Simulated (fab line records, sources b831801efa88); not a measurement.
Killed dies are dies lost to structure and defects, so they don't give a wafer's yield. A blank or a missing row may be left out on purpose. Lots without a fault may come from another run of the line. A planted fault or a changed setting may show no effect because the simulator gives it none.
fab line records | flow sky130
record lots=12 wafers=36 last_day=49
route steps=708 shown CAP2M@616 VIA4@640 METAL5@665 PAD_OPEN@708
lots that met no fault: from a run of the same line without faults
start_h: hours from the record's first day to the start of the lot's first wafer shown | wait_h: hours since the lot's step before | " the same as in the row above | L1.1+2: a row that stands for several wafers | - no value, or no start given | * or withheld: withheld | < > ~ a bound
route shown NAME@n: a module of which the file shows steps, and the number in the route of the first | usual: mean/standard deviation of fault-free wafers | same: alike in all rows | chamber/n: place in a boat | sites: the reading at each site | _std_site: their standard deviation | _edge_site: outer sites' mean less inner sites' | radius_mm: how far each site lies from the wafer's centre | mask NAME#n: copy n | behind: the tool/chamber that last shaped the wafer | hold: why the lot was held/for how many hours/how that ended | device: the transistor (n, p or np) that didn't switch | end of line: the same wafers' tests at the end of the route | a step without rows: its recipe alone | killed: dies lost to structure and defects at the first sort, not the wafer's yield | map: a wafer's dies, x killed, . not, _ none there
set.NAME: the setting as run; set.NAME@STEP: as run at that earlier step | model.NAME: the simulator's own value behind a step, which no gauge read
steps of the route over a sample of lots; a table a step, a row a wafer
services: from which hour (start_h, from the record's first day; less than 0 if before it) a tool's chamber was out of use, for how many hours, and why
## steps
# step SKY_CAP2M_METAL_ETCH_13
# recipe target_depth_nm=220 stop_on=SiO2 chemistry=Cl2/BCl3 target=TiN pressure_mtorr=10 icp_w=900 bias_w=48.5 Cl2_flow_sccm=60 bcl3_flow_sccm=30 time_s=62.9
# usual drypump_motor_current_A=5.58/0.14 oes_product_au=0.940/0.01 throttle_valve_pct=21.903/0.011
# columns lot.wafer tool chamber start_h wait_h drypump_motor_current_A oes_product_au rf_hours_counter_h throttle_valve_pct
L269.1 rie_metal-04 1 951.75 0.0 5.65 0.937 13 21.901
L269.5 " 0 " " 5.47 0.942 - 21.919
L269.6 " 1 " " 5.67 0.933 - 21.905
L270.2 rie_metal-03 1 959.23 0.0 5.61 0.955 7 21.906
L270.4 " 1 " " 5.62 0.939 - 21.899
L270.6 " 0 " " 5.79 0.956 - 21.890
L271.1 rie_metal-04 1 972.51 0.0 5.68 0.933 14 21.908
L271.4 " 1 " " 5.66 0.939 - 21.900
L271.5 " 1 " " 5.66 0.942 - 21.905
L272.1 rie_metal-04 1 977.96 0.0 5.68 0.937 14 21.910
L272.2 " 0 " " 5.43 0.936 12 21.928
L272.3 " 0 " " 5.45 0.919 - 21.914
L273.1 rie_metal-03 1 991.43 0.0 5.63 0.930 9 21.905
L273.3 " 1 " " 5.61 0.934 - 21.925
L273.4 " 0 " " 5.80 0.938 - 21.885
L275.1 rie_metal-04 1 1001.03 0.0 5.66 0.933 15 21.921
L275.3 " 1 " " 5.68 0.925 - 21.920
L275.5 " 0 " " 5.47 0.929 - 21.919
L278.1 rie_metal-01 0 1013.90 0.0 5.67 0.934 18 21.915
L278.2 " 1 " " 5.34 0.921 19 21.919
L278.6 " 0 " " 5.66 0.937 - 21.885
L281.1 rie_metal-04 0 1032.61 0.0 5.48 0.955 15 21.889
L281.4 " 0 " " 5.47 0.948 - 21.907
L281.6 " 0 " " 5.48 0.941 - 21.905
L284.2 rie_metal-01 0 1052.73 0.0 5.67 0.941 20 21.906
L284.3 " 0 " " 5.66 0.934 - 21.902
L284.6 " 1 " " 5.36 0.954 - 21.884
L285.2 rie_metal-01 1 1069.85 0.0 5.33 0.924 22 21.903
L285.3 " 0 " " 5.67 0.935 - 21.900
L285.4 " 1 " " 5.34 0.943 - 21.906
L287.1 rie_metal-03 0 1081.30 0.0 5.82 0.927 23 21.916
L287.2 " 1 " " 5.63 0.944 14 21.887
L287.4 " 0 " " 5.80 0.933 - 21.901
L286.3 rie_metal-04 0 1081.88 0.1 5.46 0.950 - 21.901
L286.5 " 0 " " 5.47 0.943 - 21.903
L286.6 " 0 " " 5.47 0.952 - 21.894
# step SKY_VIA4_THK_MEAS_01
# recipe reads=SiO2_of_VIA4_HDPCVD_00
# usual VIA4_HDPCVD_THK=1750/22
# columns lot.wafer tool chamber start_h wait_h VIA4_HDPCVD_THK[nm]
L269.1 film_metro-01 - 978.91 0.1 1724
L269.5 " - " " 1761
L269.6 " - " " 1720
L270.2 film_metro-03 - 983.84 0.1 1782
L270.4 " - " " 1766
L270.6 " - " " 1753
L271.1 film_metro-01 - 996.53 0.1 1739
L271.4 " - " " 1779
L271.5 " - " " 1768
L272.1 film_metro-01 - 1003.48 0.1 1745
L272.2 " - " " 1737
L272.3 " - " " 1706
L273.1 film_metro-01 - 1016.28 0.1 1767
L273.3 " - " " 1724
L273.4 " - " " 1782
L275.1 film_metro-01 - 1026.31 0.1 1725
L275.3 " - " " 1738
L275.5 " - " " 1785
L278.1 film_metro-01 - 1038.17 0.1 1777
L278.2 " - " " 1735
L278.6 " - " " 1788
L281.1 film_metro-04 - 1057.30 0.1 1773
L281.4 " - " " 1782
L281.6 " - " " 1753
L284.2 film_metro-04 - 1075.61 0.1 1744
L284.3 " - " " 1716
L284.6 " - " " 1716
L285.2 film_metro-01 - 1091.82 0.1 1774
L285.3 " - " " 1734
L285.4 " - " " 1745
L287.1 film_metro-03 - 1103.93 0.1 1729
L287.2 " - " " 1788
L287.4 " - " " 1768
L286.3 film_metro-03 - 1104.35 0.1 1741
L286.5 " - " " 1738
L286.6 " - " " 1738
# step SKY_VIA4_SPUTTER_17
# recipe material=TiN target_thk_nm=20 chamber_pressure_pa=5 power_w=4000 time_s=80
# usual throttle_valve_pct=30.4/0.63
# columns lot.wafer tool chamber start_h wait_h throttle_valve_pct
L269.1 pvd_sputter-02 - 1003.47 0.0 29.8
L269.5 " - " " 30.2
L269.6 " - " " 29.7
L270.2 pvd_sputter-03 - 1007.72 0.0 30.1
L270.4 " - " " 30.8
L270.6 " - " " 30.9
L271.1 pvd_sputter-03 - 1019.58 0.0 30.8
L271.4 " - " " 30.8
L271.5 " - " " 30.6
L272.1 pvd_sputter-01 - 1027.73 0.0 30.1
L272.2 " - " " 31.6
L272.3 " - " " 29.7
L273.1 pvd_sputter-03 - 1040.28 0.0 30.7
L273.3 " - " " 31.0
L273.4 " - " " 30.2
L275.1 pvd_sputter-02 - 1050.18 0.0 29.9
L275.3 " - " " 31.1
L275.5 " - " " 30.1
L278.1 pvd_sputter-01 - 1060.65 0.0 30.3
L278.2 " - " " 30.6
L278.6 " - " " 31.8
L281.1 pvd_sputter-02 - 1079.37 0.0 31.3
L281.4 " - " " 30.2
L281.6 " - " " 29.9
L284.2 pvd_sputter-03 - 1096.75 0.0 30.3
L284.3 " - " " 30.6
L284.6 " - " " 31.0
L285.2 pvd_sputter-03 - 1113.18 0.0 31.0
L285.3 " - " " 30.5
L285.4 " - " " 29.8
L287.1 pvd_sputter-02 - 1125.30 0.0 29.9
L287.2 " - " " 30.1
L287.4 " - " " 29.4
L286.3 pvd_sputter-01 - 1125.63 0.0 31.6
L286.5 " - " " 30.1
L286.6 " - " " 29.6
# step SKY_METAL5_SPUTTER_04
# recipe material=TiN target_thk_nm=70 power_w=6500 time_s=58.3 chamber_pressure_pa=0.4
# usual throttle_valve_pct=30.6/0.85
# columns lot.wafer tool chamber start_h wait_h throttle_valve_pct
L269.1 pvd_sputter-02 - 1004.28 0.0 31.4
L269.5 " - " " 31.5
L269.6 " - " " 29.9
L270.2 pvd_sputter-04 - 1008.60 0.0 32.2
L270.4 " - " " 30.3
L270.6 " - " " 30.9
L271.1 pvd_sputter-01 - 1020.39 0.0 30.5
L271.4 " - " " 31.4
L271.5 " - " " 30.2
L272.1 pvd_sputter-02 - 1028.70 0.0 30.0
L272.2 " - " " 30.0
L272.3 " - " " 29.5
L273.1 pvd_sputter-02 - 1041.09 0.0 30.0
L273.3 " - " " 29.6
L273.4 " - " " 29.9
L275.1 pvd_sputter-04 - 1051.11 0.0 32.2
L275.3 " - " " 30.1
L275.5 " - " " 32.0
L278.1 pvd_sputter-04 - 1061.46 0.0 31.9
L278.2 " - " " 30.9
L278.6 " - " " 32.2
L281.1 pvd_sputter-01 - 1080.31 0.0 30.3
L281.4 " - " " 30.4
L281.6 " - " " 30.5
L284.2 pvd_sputter-02 - 1097.71 0.0 29.5
L284.3 " - " " 31.4
L284.6 " - " " 30.0
L285.2 pvd_sputter-04 - 1114.06 0.0 30.2
L285.3 " - " " 32.2
L285.4 " - " " 32.2
L287.1 pvd_sputter-04 - 1126.33 0.0 30.9
L287.2 " - " " 30.6
L287.4 " - " " 31.2
L286.3 pvd_sputter-04 - 1126.59 0.0 30.4
L286.5 " - " " 30.8
L286.6 " - " " 32.3
# step SKY_PAD_OPEN_PROBE_99
# usual defect_limited_yield=82.3/1.9 killed_at_M0_to_M3=45/6.6 killed_at_M4_up=3.1/1.6 killed_at_contacts=24/5 killed_at_front_end=14/4.4 killed_at_other=0.3/0.58 killed_dies=87/9.2 killed_open=47/6.7 killed_short=40/6.4 sort_bin_3_pad_short=0.9/0.5 sort_bin_5_function=10.4/1.6 sort_bin_6_memory=6.4/1.1 sort_n_pass=405/9.1 sort_yield_pct=82.3/1.9
# same gross_dies=492 killed_at_back_side=0 sort_bin_4_leakage[%]=0 sort_bin_8_speed[%]=0
# columns lot.wafer tool chamber start_h wait_h defect_limited_yield[%] killed_at_M0_to_M3 killed_at_M4_up killed_at_contacts killed_at_front_end killed_at_other killed_dies killed_open killed_short sort_bin_3_pad_short[%] sort_bin_5_function[%] sort_bin_6_memory[%] sort_n_pass sort_yield_pct[%]
L269.1 prober-01 - 1074.15 0.1 84.8 40 4 25 5 1 75 46 29 0.4 8.7 6.1 417 84.8
L269.5 prober-01 - 1074.35 0.2 84.6 37 0 26 13 0 76 48 28 0.6 9.1 5.7 416 84.6
L269.6 prober-01 - 1074.40 0.2 83.5 38 2 25 16 0 81 44 37 0.8 9.6 6.1 411 83.5
L272.1 prober-02 - 1095.91 0.1 82.3 53 2 18 14 0 87 39 48 0.4 11.4 5.9 405 82.3
L272.2 prober-02 - 1095.96 0.1 80.3 50 6 28 13 0 97 45 52 0.6 11.0 8.1 395 80.3
L272.3 prober-02 - 1096.01 0.2 84.1 35 1 30 11 1 78 46 32 0.8 9.6 5.5 414 84.1
L275.1 prober-01 - 1116.84 0.1 81.7 44 6 27 13 0 90 44 46 1.0 9.8 7.5 402 81.7
L275.3 prober-01 - 1116.94 0.2 81.7 42 2 31 15 0 90 50 40 1.2 11.0 6.1 402 81.7
L275.5 prober-01 - 1117.04 0.2 84.1 43 3 23 9 0 78 47 31 0.6 10.6 4.7 414 84.1
L284.2 prober-02 - 1157.16 0.1 80.7 47 2 27 18 1 95 62 33 0.6 12.0 6.7 397 80.7
L284.3 prober-02 - 1157.21 0.2 81.9 48 4 23 14 0 89 45 44 1.6 10.4 6.1 403 81.9
L284.6 prober-02 - 1157.36 0.2 79.9 41 4 31 23 0 99 50 49 1.0 11.6 7.5 393 79.9
L285.2 prober-01 - 1171.40 0.1 83.9 36 7 26 10 0 79 37 42 0.6 11.0 4.5 413 83.9
L285.3 prober-01 - 1171.45 0.2 83.3 52 3 20 7 0 82 39 43 0.4 8.9 7.3 410 83.3
L285.4 prober-01 - 1171.50 0.2 80.5 51 6 28 11 0 96 44 52 1.0 12.0 6.5 396 80.5
L287.1 prober-02 - 1182.00 0.1 82.1 47 4 20 16 1 88 50 38 0.4 9.8 7.7 404 82.1
L287.2 prober-02 - 1182.05 0.1 84.1 39 2 20 17 0 78 38 40 0.4 11.0 4.5 414 84.1
L287.4 prober-02 - 1182.15 0.2 79.9 57 5 23 13 1 99 57 42 1.4 10.0 8.7 393 79.9
L286.3 prober-01 - 1183.91 0.2 83.5 35 4 29 10 3 81 52 29 0.6 10.6 5.3 411 83.5
L286.5 prober-01 - 1184.01 0.2 73.8 42 58 16 13 0 129 35 41 2.2 17.1 6.9 363 73.8
L286.6 prober-01 - 1184.06 0.2 84.1 39 2 28 9 0 78 44 34 1.2 10.8 3.9 414 84.1
# killed by level:class
L269.1 VIA3:geometric_particle:open=12 CONTACT:geometric_particle:open=11 VIA1:geometric_particle:open=10 LI_CONTACT:geometric_particle:open=6 METAL1:geometric_particle:short=4 METAL2:geometric_particle:short=4 POLY_GATE:geometric_particle:short=3 LOCAL_INTERCONNECT:geometric_particle:short=3
L269.5 LI_CONTACT:geometric_particle:open=10 CONTACT:geometric_particle:open=9 VIA1:geometric_particle:open=9 VIA3:geometric_particle:open=8 VIA2:geometric_particle:open=5 POLY_GATE:geometric_particle:short=4 LOCAL_INTERCONNECT:geometric_particle:short=4 VIA3:geometric_particle:short=4
L269.6 VIA3:geometric_particle:open=8 METAL2:geometric_particle:short=7 CONTACT:geometric_particle:open=7 POLY_GATE:geometric_particle:open=7 VIA1:geometric_particle:open=7 LI_CONTACT:geometric_particle:open=6 POLY_GATE:geometric_particle:short=4 LI_CONTACT:geometric_particle:short=4
L272.1 VIA2:geometric_particle:open=9 METAL1:geometric_particle:short=7 METAL2:geometric_particle:short=7 VIA3:geometric_particle:open=7 CONTACT:geometric_particle:open=6 VIA1:geometric_particle:open=6 POLY_GATE:geometric_particle:short=5 LOCAL_INTERCONNECT:geometric_particle:short=5
L272.2 METAL2:geometric_particle:short=14 VIA1:geometric_particle:open=10 CONTACT:geometric_particle:open=9 VIA2:geometric_particle:open=8 LI_CONTACT:geometric_particle:open=8 FIELD_ISO:geometric_particle:short=5 METAL4:geometric_particle:short=5 LOCAL_INTERCONNECT:geometric_particle:short=4
L272.3 CONTACT:geometric_particle:open=8 VIA1:geometric_particle:open=7 LI_CONTACT:geometric_particle:open=7 CONTACT:geometric_particle:short=7 VIA3:geometric_particle:open=7 VIA2:geometric_particle:open=6 POLY_GATE:geometric_particle:open=4 POLY_GATE:geometric_particle:short=4
L275.1 VIA1:geometric_particle:open=12 LOCAL_INTERCONNECT:geometric_particle:short=10 LI_CONTACT:geometric_particle:open=7 CONTACT:geometric_particle:open=7 METAL2:geometric_particle:short=7 VIA3:geometric_particle:open=7 METAL4:geometric_particle:short=5 FIELD_ISO:geometric_particle:open=4
L275.3 VIA1:geometric_particle:open=11 LI_CONTACT:geometric_particle:open=9 CONTACT:geometric_particle:open=9 CONTACT:geometric_particle:short=7 VIA2:geometric_particle:open=7 VIA3:geometric_particle:open=7 VIA1:geometric_particle:short=5 METAL2:geometric_particle:short=5
L275.5 VIA1:geometric_particle:open=10 VIA2:geometric_particle:open=9 VIA3:geometric_particle:open=9 CONTACT:geometric_particle:short=7 CONTACT:geometric_particle:open=6 VIA3:geometric_particle:short=5 LI_CONTACT:geometric_particle:open=4 LOCAL_INTERCONNECT:geometric_particle:short=3
L284.2 CONTACT:geometric_particle:open=14 VIA2:geometric_particle:open=9 VIA1:geometric_particle:open=9 VIA3:geometric_particle:open=9 LI_CONTACT:geometric_particle:open=7 FIELD_ISO:geometric_particle:open=5 POLY_GATE:geometric_particle:open=5 METAL1:geometric_particle:short=5
L284.3 VIA2:geometric_particle:open=11 VIA1:geometric_particle:open=11 FIELD_ISO:geometric_particle:short=6 METAL3:geometric_particle:short=6 CONTACT:geometric_particle:open=6 METAL2:geometric_particle:short=6 LOCAL_INTERCONNECT:geometric_particle:short=5 FIELD_ISO:geometric_particle:open=4
L284.6 LI_CONTACT:geometric_particle:open=10 CONTACT:geometric_particle:short=8 FIELD_ISO:geometric_particle:open=7 CONTACT:geometric_particle:open=7 VIA2:geometric_particle:open=5 FIELD_ISO:geometric_particle:short=5 POLY_GATE:geometric_particle:short=5 VIA1:geometric_particle:short=5
L285.2 CONTACT:geometric_particle:open=10 VIA1:geometric_particle:short=6 METAL4:geometric_particle:short=6 LI_CONTACT:geometric_particle:open=5 METAL2:geometric_particle:short=5 VIA2:geometric_particle:open=5 VIA3:geometric_particle:open=5 CONTACT:geometric_particle:short=4
L285.3 VIA3:geometric_particle:open=10 VIA1:geometric_particle:open=9 VIA2:geometric_particle:open=8 METAL2:geometric_particle:short=7 LOCAL_INTERCONNECT:geometric_particle:short=5 CONTACT:geometric_particle:short=5 METAL1:geometric_particle:short=5 CONTACT:geometric_particle:open=4
L285.4 VIA2:geometric_particle:open=10 METAL2:geometric_particle:short=9 CONTACT:geometric_particle:open=8 VIA1:geometric_particle:short=7 LI_CONTACT:geometric_particle:open=6 VIA1:geometric_particle:open=6 CONTACT:geometric_particle:short=5 VIA2:geometric_particle:short=5
L287.1 VIA1:geometric_particle:open=10 LI_CONTACT:geometric_particle:open=8 VIA2:geometric_particle:open=8 CONTACT:geometric_particle:open=7 VIA3:geometric_particle:open=7 POLY_GATE:geometric_particle:open=6 METAL1:geometric_particle:short=6 VIA3:geometric_particle:short=5
L287.2 CONTACT:geometric_particle:open=9 VIA1:geometric_particle:open=6 POLY_GATE:geometric_particle:open=5 METAL1:geometric_particle:short=5 VIA2:geometric_particle:open=5 VIA3:geometric_particle:open=5 FIELD_ISO:geometric_particle:short=4 CONTACT:geometric_particle:short=4
L287.4 VIA1:geometric_particle:open=16 VIA2:geometric_particle:open=11 METAL2:geometric_particle:short=9 CONTACT:geometric_particle:open=8 LI_CONTACT:geometric_particle:open=6 FIELD_ISO:geometric_particle:open=5 VIA3:geometric_particle:open=5 CONTACT:geometric_particle:short=4
L286.3 VIA1:geometric_particle:open=11 LI_CONTACT:geometric_particle:open=11 CONTACT:geometric_particle:open=10 VIA3:geometric_particle:open=6 POLY_GATE:geometric_particle:short=5 VIA2:geometric_particle:open=5 VIA1:geometric_particle:short=4 CONTACT:geometric_particle:short=4
L286.5 METAL5:unspecified=53 VIA3:geometric_particle:open=8 FIELD_ISO:geometric_particle:short=6 LOCAL_INTERCONNECT:geometric_particle:short=6 VIA1:geometric_particle:open=6 METAL1:geometric_particle:short=5 VIA2:geometric_particle:short=5 METAL4:geometric_particle:short=5
L286.6 CONTACT:geometric_particle:open=12 VIA1:geometric_particle:open=9 VIA3:geometric_particle:open=7 CONTACT:geometric_particle:short=5 LOCAL_INTERCONNECT:geometric_particle:short=5 VIA1:geometric_particle:short=5 VIA2:geometric_particle:open=4 POLY_GATE:geometric_particle:short=3
## services
# columns tool chamber start_h hours kind
pvd_sputter-01 - 957.34 0.5 repair
pvd_sputter-04 3 977.00 - consumable_replace:kit
pvd_sputter-04 3 977.00 18.0 scheduled_down
pvd_sputter-04 3 977.00 18.0 vent_cycle
pvd_sputter-03 - 988.11 1.3 repair
pvd_sputter-01 1 1001.05 - consumable_replace:kit
pvd_sputter-01 1 1001.05 18.0 scheduled_down
pvd_sputter-01 1 1001.05 18.0 vent_cycle
pvd_sputter-01 - 1003.05 6.7 repair
rie_metal-03 - 1009.17 1.4 pm
rie_metal-03 1 1055.13 14.6 repair
rie_metal-03 0 1057.29 2.8 repair
pvd_sputter-03 1 1060.71 - consumable_replace:kit
pvd_sputter-03 1 1060.71 18.0 scheduled_down
rie_metal-04 1 1070.24 18.4 repair
pvd_sputter-03 - 1080.38 7.8 repair
pvd_sputter-02 3 1083.19 - consumable_replace:kit
pvd_sputter-02 3 1083.19 18.0 scheduled_down
pvd_sputter-02 3 1083.19 18.0 vent_cycle
rie_metal-03 - 1091.32 0.6 repair
pvd_sputter-04 - 1102.89 1.1 repair
pvd_sputter-04 2 1110.33 - consumable_replace:kit
pvd_sputter-04 2 1110.33 18.0 scheduled_down
pvd_sputter-04 2 1110.33 18.0 vent_cycle
## key
first_sign step=SKY_PAD_OPEN_PROBE_99 reading=killed_at_M4_up direction=up sigmas=35 usual=3.1 struck=58
effect step=SKY_PAD_OPEN_PROBE_99 reading=sort_yield_pct direction=down sigmas=4.6 usual=82.3 struck=73.8
met_at SKY_METAL5_SPUTTER_04
struck_lots L286
struck_wafers L286.5
not_acting_at SKY_CAP2M_METAL_ETCH_13,SKY_VIA4_THK_MEAS_01,SKY_VIA4_SPUTTER_17
onset_between 1126.33 1126.59
fault kind=chamber_particle_source tool=pvd_sputter-04 chamber=- onset_h=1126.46 steps=SKY_METAL5_SPUTTER_04 rate_per_visit_cm2=0.59572 end_h=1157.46 scope=struck_wafers_only
